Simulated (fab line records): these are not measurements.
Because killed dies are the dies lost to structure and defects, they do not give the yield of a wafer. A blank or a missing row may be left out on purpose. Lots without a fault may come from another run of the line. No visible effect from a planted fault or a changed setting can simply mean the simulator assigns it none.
fab line records    flow sky130
record: lots: 5  wafers: 15  lastDay: 50
route steps=708 shown VT_ADJUST_LVTN@105 VT_ADJUST_NCORE@119 VT_ADJUST_HVTR@131 PAD_OPEN@708
lots with no fault: from the same line, run without faults
startH: hours from the record's first day to the start of the lot's first wafer shown    waitH: hours since the lot's step before    " repeats the value in the row above    L1.1+2: one row covering several wafers at once    - value missing, or start not given    * or withheld: withheld    < > ~ a bound
route shown NAME@n: a module of which the file shows steps, and the number in the route of the first    usual: the fault-free wafers' mean and standard deviation    same: alike in all rows    chamber/n: place in a boat    sites: readings site by site    _std_site: the values' standard deviation    _edge_site: inner sites' mean taken away from outer sites' mean    radiusMm: for every site, how far away it sits from the centre of the wafer    mask NAME#n: copy n    behind: the tool/chamber that last shaped the wafer    hold: why the lot was held/for how many hours/how that ended    device: whichever transistor did not switch (one of n, p or np)    end of line: tests of these same wafers at the route's end    a step with no rows: only its recipe    killed: dies that structure and defects cost at the first sort, which is not the same as the wafer's yield    map: shows each die of a wafer: x if killed, . if not, _ if none is there
set.NAME: the run value of the setting; set.NAME@STEP: its run value at that earlier step    model.NAME: the simulator's own value behind a step, which no gauge read
lots seen at some steps along the route; tables by step, rows by wafer
services: the hour from which a tool's chamber was out of use, counted from the record's first day as startH (under 0 if before that day), plus the number of hours and why
== steps ==
step: SKY_VT_ADJUST_LVTN_IMPLANT_08
recipe: species: B  energyKev: 30  doseCm2: 1.57e+12  tiltDeg: withheld
step: SKY_VT_ADJUST_LVTN_STRIP_09
recipe: chemistry: O2/N2  powerW: 1400  pressureMtorr: 1500  platenTempC: withheld  o2FlowSccm: 3000  n2FlowSccm: 300  overashFraction: 0.5
usual: drypumpMotorCurrentA: 5.27/0.26  oesProductAu: 0.723/0.0046  stripTimeToEndpointS: 36.92/0.091
lot.wafer  tool            chamber  startH  waitH  drypumpMotorCurrentA  oesProductAu  rfHoursCounterH  stripTimeToEndpointS
L325.1     plasmaAsher-02  0        140.15  0.1    5.50                  0.720         45               37.00
L325.4     "               0        "       "      5.50                  0.727         -                37.01
L325.5     "               1        "       "      4.93                  0.725         -                37.05
L333.3     plasmaAsher-01  1        193.43  0.1    4.96                  0.731         -                36.76
L333.4     "               0        "       "      5.48                  0.721         -                36.84
L333.6     "               1        "       "      4.96                  0.714         -                36.83
L339.3     plasmaAsher-02  0        232.67  0.1    5.49                  0.722         -                37.08
L339.5     "               1        "       "      4.93                  0.718         -                36.92
L339.6     "               0        "       "      5.49                  0.719         -                36.92
L342.2     plasmaAsher-02  0        255.34  0.1    5.54                  0.727         57               37.06
L342.4     "               1        "       "      4.95                  0.725         -                36.90
L342.6     "               1        "       "      4.93                  0.725         -                36.97
L347.2     plasmaAsher-01  1        283.65  0.1    4.96                  0.732         16               36.91
L347.4     "               0        "       "      5.47                  0.737         -                36.94
L347.6     "               1        "       "      4.98                  0.724         -                36.88
step: SKY_VT_ADJUST_LVTN_TW_MEAS_10
usual: VT_ADJUST_LVTN_TW: 242.3/2.1
lot.wafer  tool          chamber  startH  waitH  VT_ADJUST_LVTN_TW
L325.1     filmMetro-02  -        140.25  0.1    245.2
L325.4     "             -        "       "      244.4
L325.5     "             -        "       "      243.7
L333.3     filmMetro-04  -        193.52  0.1    239.5
L333.4     "             -        "       "      241.1
L333.6     "             -        "       "      240.2
L339.3     filmMetro-04  -        232.76  0.1    240.7
L339.5     "             -        "       "      238.2
L339.6     "             -        "       "      237.9
L342.2     filmMetro-03  -        255.45  0.1    243.7
L342.4     "             -        "       "      244.5
L342.6     "             -        "       "      243.2
L347.2     filmMetro-03  -        283.76  0.1    244.4
L347.4     "             -        "       "      243.1
L347.6     "             -        "       "      242.2
step: SKY_VT_ADJUST_LVTN_DEHYDRATE_11
recipe: tempC: 200  timeS: 60
step: SKY_VT_ADJUST_LVTN_HMDS_12
recipe: primeTimeS: 60  primeTempC: 120
step: SKY_VT_ADJUST_LVTN_COAT_13
recipe: resist: NOVOLAK  spinRpm: 3000  resistThkNm: 1140
step: SKY_VT_ADJUST_LVTN_SOFTBAKE_14
recipe: tempC: 90  timeS: 60  resist: NOVOLAK
step: SKY_VT_ADJUST_LVTN_EXPOSE_15
recipe: maskId: HVN_STD_DERIVED  na: 0.6  sourceShape: conventional  sigmaOuter: 0.6  polarization: unpolarized  targetCdNm: 600  doseMj: 163
step: SKY_VT_ADJUST_LVTN_PEB_16
recipe: tempC: withheld  timeS: *  resist: NOVOLAK
step: SKY_VT_ADJUST_LVTN_DEVELOP_17
recipe: resist: NOVOLAK  developer: TMAH  developTimeS: 60  devTempC: 23
step: SKY_VT_ADJUST_LVTN_OVL_MEAS_18
usual: VT_ADJUST_LVTN_01_OVL: -1.4/1.6
lot.wafer  tool        chamber  startH  waitH  VT_ADJUST_LVTN_01_OVL[nm]
L325.1     overlay-01  -        159.86  0.1    -2.5
L325.4     "           -        "       "      -3.6
L325.5     "           -        "       "      -1.6
L333.3     overlay-02  -        214.58  0.1    0.1
L333.4     "           -        "       "      1.7
L333.6     "           -        "       "      0.2
L339.3     overlay-01  -        256.23  0.1    -1.6
L339.5     "           -        "       "      -2.2
L339.6     "           -        "       "      -3.2
L342.2     overlay-01  -        279.32  0.1    -3.3
L342.4     "           -        "       "      -5.0
L342.6     "           -        "       "      -5.6
L347.2     overlay-01  -        309.07  0.1    -0.8
L347.4     "           -        "       "      -1.9
L347.6     "           -        "       "      -2.8
step: SKY_VT_ADJUST_LVTN_IMPLANT_19
recipe: species: B  energyKev: 30  doseCm2: 6.5e+11  tiltDeg: withheld
step: SKY_VT_ADJUST_LVTN_STRIP_20
recipe: chemistry: O2/N2  powerW: 1400  pressureMtorr: 1500  platenTempC: withheld  o2FlowSccm: 3000  n2FlowSccm: 300  overashFraction: 0.5
usual: drypumpMotorCurrentA: 5.28/0.25  oesProductAu: 0.716/0.0048  stripTimeToEndpointS: 14.19/0.038
lot.wafer  tool            chamber  startH  waitH  drypumpMotorCurrentA  oesProductAu  rfHoursCounterH  stripTimeToEndpointS  model.NOVOLAK_of_VT_ADJUST_LVTN_COAT_13.thkNm
L325.1     plasmaAsher-02  1        160.05  0.1    4.92                  0.718         47               14.22                 0
L325.4     "               0        "       "      5.50                  0.717         -                14.20                 0
L325.5     "               0        "       "      5.50                  0.714         -                14.17                 0
L333.3     plasmaAsher-03  1        214.79  0.1    5.26                  0.907         -                -                     756.1
L333.4     "               0        "       "      5.49                  0.893         -                -                     755.3
L333.6     "               1        "       "      5.28                  0.910         -                -                     757.3
L339.3     plasmaAsher-02  0        256.44  0.1    5.49                  0.712         -                14.18                 0
L339.5     "               0        "       "      5.50                  0.712         -                14.17                 0
L339.6     "               1        "       "      4.91                  0.720         -                14.23                 0
L342.2     plasmaAsher-02  0        279.50  0.1    5.50                  0.724         59               14.19                 0
L342.4     "               0        "       "      5.50                  0.716         -                14.16                 0
L342.6     "               1        "       "      4.92                  0.716         -                14.18                 0
L347.2     plasmaAsher-03  1        309.25  0.1    5.27                  0.711         63               14.21                 0
L347.4     "               1        "       "      5.29                  0.714         -                14.17                 0
L347.6     "               1        "       "      5.28                  0.710         -                14.10                 0
step: SKY_VT_ADJUST_LVTN_TW_MEAS_21
usual: VT_ADJUST_LVTN_2_TW: 189.0/1.4
lot.wafer  tool          chamber  startH  waitH  VT_ADJUST_LVTN_2_TW
L325.1     filmMetro-04  -        160.15  0.1    187.4
L325.4     "             -        "       "      186.7
L325.5     "             -        "       "      186.1
L333.3     filmMetro-03  -        214.87  0.1    188.6
L333.4     "             -        "       "      189.8
L333.6     "             -        "       "      189.3
L339.3     filmMetro-03  -        256.52  0.1    190.2
L339.5     "             -        "       "      190.2
L339.6     "             -        "       "      189.4
L342.2     filmMetro-04  -        279.61  0.1    186.3
L342.4     "             -        "       "      188.1
L342.6     "             -        "       "      187.4
L347.2     filmMetro-03  -        309.36  0.1    188.2
L347.4     "             -        "       "      188.2
L347.6     "             -        "       "      187.6
step: SKY_VT_ADJUST_NCORE_DEHYDRATE_00
recipe: tempC: 200  timeS: 60
step: SKY_VT_ADJUST_NCORE_HMDS_01
recipe: primeTimeS: 60  primeTempC: 120
step: SKY_VT_ADJUST_NCORE_COAT_02
recipe: resist: NOVOLAK  spinRpm: 3000  resistThkNm: 1121
step: SKY_VT_ADJUST_NCORE_SOFTBAKE_03
recipe: tempC: 90  timeS: 60  resist: NOVOLAK
step: SKY_VT_ADJUST_NCORE_EXPOSE_04
recipe: maskId: LVTN_COMPLEMENT_THIN  na: 0.6  sourceShape: conventional  sigmaOuter: 0.6  polarization: unpolarized  targetCdNm: 380  doseMj: 139
step: SKY_VT_ADJUST_NCORE_PEB_05
recipe: tempC: withheld  timeS: *  resist: NOVOLAK
step: SKY_VT_ADJUST_NCORE_DEVELOP_06
recipe: resist: NOVOLAK  developer: TMAH  developTimeS: 60  devTempC: 23
step: SKY_VT_ADJUST_NCORE_CD_MEAS_07
recipe: targetCdNm: 380
usual: cdNm: 379.4/2.6
lot.wafer  tool      chamber  startH  waitH  cdNm
L325.1     cdSem-02  -        180.42  0.1    377.3
L325.4     "         -        "       "      378.9
L325.5     "         -        "       "      375.9
L333.3     cdSem-02  -        236.95  0.1    379.8
L333.4     "         -        "       "      379.6
L333.6     "         -        "       "      382.8
L339.3     cdSem-02  -        280.75  0.1    380.8
L339.5     "         -        "       "      378.6
L339.6     "         -        "       "      380.6
L342.2     cdSem-02  -        304.44  0.1    376.4
L342.4     "         -        "       "      377.9
L342.6     "         -        "       "      374.1
L347.2     cdSem-01  -        334.91  0.1    378.3
L347.4     "         -        "       "      378.9
L347.6     "         -        "       "      377.6
step: SKY_VT_ADJUST_NCORE_OVL_MEAS_08
usual: VT_ADJUST_NCORE_OVL: 0.4/1.4
lot.wafer  tool        chamber  startH  waitH  VT_ADJUST_NCORE_OVL[nm]
L325.1     overlay-01  -        180.54  0.1    3.5
L325.4     "           -        "       "      2.3
L325.5     "           -        "       "      0.4
L333.3     overlay-02  -        237.05  0.1    -0.1
L333.4     "           -        "       "      1.5
L333.6     "           -        "       "      -0.2
L339.3     overlay-01  -        280.85  0.1    1.0
L339.5     "           -        "       "      3.2
L339.6     "           -        "       "      0.8
L342.2     overlay-01  -        304.54  0.1    0.7
L342.4     "           -        "       "      0.2
L342.6     "           -        "       "      1.2
L347.2     overlay-01  -        335.01  0.1    2.1
L347.4     "           -        "       "      -0.3
L347.6     "           -        "       "      0.8
step: SKY_VT_ADJUST_NCORE_IMPLANT_09
recipe: species: B  energyKev: 10  doseCm2: 2.4e+12  tiltDeg: withheld
step: SKY_VT_ADJUST_NCORE_STRIP_10
recipe: chemistry: O2/N2  powerW: 1400  pressureMtorr: 1500  platenTempC: withheld  o2FlowSccm: 3000  n2FlowSccm: 300  overashFraction: 0.5
usual: drypumpMotorCurrentA: 5.4/0.44  oesProductAu: 0.716/0.0044  stripTimeToEndpointS: 13.95/0.042
lot.wafer  tool            chamber  startH  waitH  drypumpMotorCurrentA  oesProductAu  rfHoursCounterH  stripTimeToEndpointS
L325.1     plasmaAsher-02  1        180.72  0.1    4.9                   0.711         49               13.86
L325.4     "               0        "       "      5.5                   0.705         -                13.93
L325.5     "               0        "       "      5.5                   0.718         -                13.93
L333.3     plasmaAsher-02  1        237.25  0.1    4.9                   0.719         -                25.36
L333.4     "               0        "       "      5.5                   0.714         -                25.34
L333.6     "               0        "       "      5.5                   0.722         -                25.33
L339.3     plasmaAsher-01  1        281.05  0.1    4.9                   0.708         -                13.96
L339.5     "               0        "       "      5.5                   0.708         -                13.93
L339.6     "               1        "       "      5.0                   0.717         -                13.95
L342.2     plasmaAsher-01  1        304.72  0.1    5.0                   0.715         18               13.94
L342.4     "               1        "       "      5.0                   0.704         -                13.95
L342.6     "               1        "       "      5.0                   0.721         -                13.94
L347.2     plasmaAsher-02  0        335.19  0.1    5.5                   0.721         64               13.92
L347.4     "               0        "       "      5.5                   0.717         -                13.90
L347.6     "               0        "       "      5.5                   0.712         -                13.95
step: SKY_VT_ADJUST_NCORE_TW_MEAS_11
usual: VT_ADJUST_NCORE_TW: 219.2/1.9
lot.wafer  tool          chamber  startH  waitH  VT_ADJUST_NCORE_TW
L325.1     filmMetro-03  -        180.82  0.1    219.7
L325.4     "             -        "       "      222.1
L325.5     "             -        "       "      221.3
L333.3     filmMetro-03  -        237.34  0.1    30.3
L333.4     "             -        "       "      30.2
L333.6     "             -        "       "      30.1
L339.3     filmMetro-01  -        281.14  0.1    217.6
L339.5     "             -        "       "      217.0
L339.6     "             -        "       "      216.1
L342.2     filmMetro-01  -        305.00  0.2    217.1
L342.4     "             -        "       "      218.6
L342.6     "             -        "       "      217.8
L347.2     filmMetro-01  -        335.30  0.1    216.4
L347.4     "             -        "       "      216.2
L347.6     "             -        "       "      215.7
step: SKY_VT_ADJUST_HVTR_DEHYDRATE_00
recipe: tempC: 200  timeS: 60
step: SKY_PAD_OPEN_PROBE_99
lot.wafer  tool       chamber  startH   waitH  model.etest.nfet_16v.rOnOhmUm  model.etest.pfet_16v.rOnOhmUm  model.etest.pfetG5v0d10v5.rOnOhmUm  model.etest.tipP.rsOhmSq  model.etest.pfet_01v8.rOnOhmUm  model.etest.tip_p_5v.rsOhmSq  model.etest.pfetG5v0d10v5.driveUaUm  model.etest.nfet_01v8.driveUaUm
L325.1     prober-01  -        1072.60  0.1    1.403e+04                      1.476e+04                      4757                                6963                      3000                            2826                          344.3                                487.7
L325.4     prober-01  -        1072.75  0.2    1.41e+04                       1.478e+04                      4753                                7063                      2881                            2863                          345.2                                500.9
L325.5     prober-01  -        1072.80  0.2    1.406e+04                      1.479e+04                      4732                                6940                      2893                            2844                          343.2                                513.4
L333.3     prober-02  -        1150.60  0.2    1.235e+04                      1.634e+04                      6154                                7770                      3528                            3089                          242.1                                552.4
L333.4     prober-02  -        1150.65  0.2    1.244e+04                      1.654e+04                      6015                                7819                      3412                            3066                          246.7                                560.3
L333.6     prober-02  -        1150.75  0.2    1.233e+04                      1.64e+04                       6013                                7800                      3476                            3092                          246.5                                559.8
L339.3     prober-02  -        1160.51  0.5    1.418e+04                      1.488e+04                      4811                                6945                      2962                            2815                          341.2                                488.8
L339.5     prober-02  -        1160.61  0.5    1.392e+04                      1.485e+04                      4724                                6978                      2957                            2836                          340.5                                494
L339.6     prober-02  -        1160.66  0.6    1.395e+04                      1.457e+04                      4723                                6940                      2842                            2813                          347.2                                496.9
L342.2     prober-02  -        1169.95  0.1    1.387e+04                      1.463e+04                      4756                                6902                      2749                            2881                          341.4                                514
L342.4     prober-02  -        1170.05  0.2    1.38e+04                       1.464e+04                      4789                                6846                      2780                            2894                          334.1                                523.1
L342.6     prober-02  -        1170.15  0.2    1.394e+04                      1.453e+04                      4861                                6925                      2929                            2888                          332.7                                489.4
L347.2     prober-02  -        1205.69  0.1    1.373e+04                      1.474e+04                      4565                                6842                      2770                            2847                          359.5                                492.2
L347.4     prober-02  -        1205.79  0.2    1.358e+04                      1.427e+04                      4630                                6840                      2935                            2831                          353.3                                490.5
L347.6     prober-02  -        1205.89  0.2    1.366e+04                      1.46e+04                       4660                                6873                      2924                            2807                          348.9                                476.1
killed by level:class
L325.1 CONTACT:geometricParticle:open=13 VIA1:geometricParticle:open=10 VIA2:geometricParticle:open=9 LI_CONTACT:geometricParticle:short=6 VIA3:geometricParticle:open=6 METAL2:geometricParticle:short=6 FIELD_ISO:geometricParticle:open=4 CONTACT:geometricParticle:short=4
L325.4 LI_CONTACT:geometricParticle:open=11 CONTACT:geometricParticle:open=10 VIA1:geometricParticle:open=7 METAL1:geometricParticle:short=5 FIELD_ISO:geometricParticle:short=4 LOCAL_INTERCONNECT:geometricParticle:short=4 METAL2:geometricParticle:short=4 VIA1:geometricParticle:short=3
L325.5 VIA1:geometricParticle:open=14 CONTACT:geometricParticle:open=12 METAL2:geometricParticle:short=6 METAL4:geometricParticle:short=6 FIELD_ISO:geometricParticle:short=5 METAL1:geometricParticle:short=5 LI_CONTACT:geometricParticle:short=4 LOCAL_INTERCONNECT:geometricParticle:short=4
L339.3 VIA1:geometricParticle:open=9 VIA1:geometricParticle:short=7 LI_CONTACT:geometricParticle:open=6 METAL1:geometricParticle:short=6 VIA3:geometricParticle:open=6 CONTACT:geometricParticle:short=5 FIELD_ISO:geometricParticle:open=4 POLY_GATE:geometricParticle:open=4
L339.5 VIA1:geometricParticle:open=12 CONTACT:geometricParticle:open=7 METAL2:geometricParticle:short=6 LOCAL_INTERCONNECT:geometricParticle:short=6 METAL3:geometricParticle:short=5 METAL4:geometricParticle:short=4 FIELD_ISO:geometricParticle:open=3 POLY_GATE:geometricParticle:open=3
L339.6 CONTACT:geometricParticle:open=12 FIELD_ISO:geometricParticle:open=5 POLY_GATE:geometricParticle:short=5 VIA1:geometricParticle:open=5 METAL2:geometricParticle:short=5 FIELD_ISO:geometricParticle:short=4 METAL1:geometricParticle:short=3 LI_CONTACT:geometricParticle:open=2
L342.2 VIA1:geometricParticle:open=12 VIA2:geometricParticle:open=7 FIELD_ISO:geometricParticle:short=6 LI_CONTACT:geometricParticle:open=6 METAL3:geometricParticle:short=6 VIA3:geometricParticle:open=6 POLY_GATE:geometricParticle:open=5 METAL1:geometricParticle:short=5
L342.4 CONTACT:geometricParticle:open=11 VIA1:geometricParticle:open=8 LOCAL_INTERCONNECT:geometricParticle:short=5 VIA1:geometricParticle:short=5 VIA2:geometricParticle:open=5 METAL2:geometricParticle:short=4 VIA2:geometricParticle:short=4 METAL3:geometricParticle:short=4
L342.6 VIA1:geometricParticle:open=14 CONTACT:geometricParticle:open=9 LI_CONTACT:geometricParticle:open=6 POLY_GATE:geometricParticle:open=5 METAL1:geometricParticle:short=5 CONTACT:geometricParticle:short=4 VIA2:geometricParticle:open=4 POLY_GATE:geometricParticle:short=3
L347.2 VIA1:geometricParticle:open=11 CONTACT:geometricParticle:open=8 METAL2:geometricParticle:short=8 METAL4:geometricParticle:short=7 VIA3:geometricParticle:open=6 LI_CONTACT:geometricParticle:open=5 METAL1:geometricParticle:short=5 LOCAL_INTERCONNECT:geometricParticle:short=3
L347.4 VIA1:geometricParticle:open=12 CONTACT:geometricParticle:open=10 LOCAL_INTERCONNECT:geometricParticle:short=8 METAL4:geometricParticle:short=7 CONTACT:geometricParticle:short=5 VIA1:geometricParticle:short=5 VIA2:geometricParticle:open=5 VIA3:geometricParticle:short=5
L347.6 CONTACT:geometricParticle:open=14 VIA1:geometricParticle:open=12 POLY_GATE:geometricParticle:open=9 LI_CONTACT:geometricParticle:short=6 METAL4:geometricParticle:short=6 POLY_GATE:geometricParticle:short=4 LOCAL_INTERCONNECT:geometricParticle:short=4 CONTACT:geometricParticle:short=4
== services ==
tool            chamber  startH  hours  kind
plasmaAsher-01  0        117.75  -      clean
plasmaAsher-01  1        117.75  -      clean
plasmaAsher-01  -        251.18  9.3    repair
plasmaAsher-02  -        305.27  8.1    repair
plasmaAsher-03  -        321.34  79.3   repair
== key ==
firstSign: step: SKY_VT_ADJUST_LVTN_STRIP_20  reading: oesProductAu  direction: up  sigmas: 39  usual: 0.716  struck: 0.903
effect: step: SKY_VT_ADJUST_NCORE_STRIP_10  reading: stripTimeToEndpointS  direction: up  sigmas: 99+  usual: *  struck: *
effect: step: SKY_VT_ADJUST_NCORE_TW_MEAS_11  reading: VT_ADJUST_NCORE_TW  direction: down  sigmas: 99+  usual: 219.2  struck: 30.2
modelEffect: step: SKY_VT_ADJUST_LVTN_STRIP_20  value: NOVOLAK_of_VT_ADJUST_LVTN_COAT_13.thkNm  without: 0  struck: 756.2
modelEffect: step: SKY_PAD_OPEN_PROBE_99  value: etest.nfet_16v.rOnOhmUm  without: 1.416e+04  struck: 1.237e+04
metAt SKY_VT_ADJUST_LVTN_STRIP_20
struckWafers L333.3,L333.4,L333.6
sortLeftOut L333.3,L333.4,L333.6
testerLeftOut L333
fault: kind: stripAborted  tool: plasmaAsher-03  chamber: -  onsetH: 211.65  steps: SKY_VT_ADJUST_LVTN_STRIP_20  offset: 0.88996  endH: 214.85
testerLeftOut: of these lots the tester's yield and bins aren't shown, on N5 and GAA mostly nor the transistor test; their killed dies are dies lost to structure and defects alone, not to doping, threshold or leakage, so they don't give the yield
sortLeftOut: the simulated sort isn't trusted on such a fault, so these wafers' sort isn't shown, and their yield isn't known
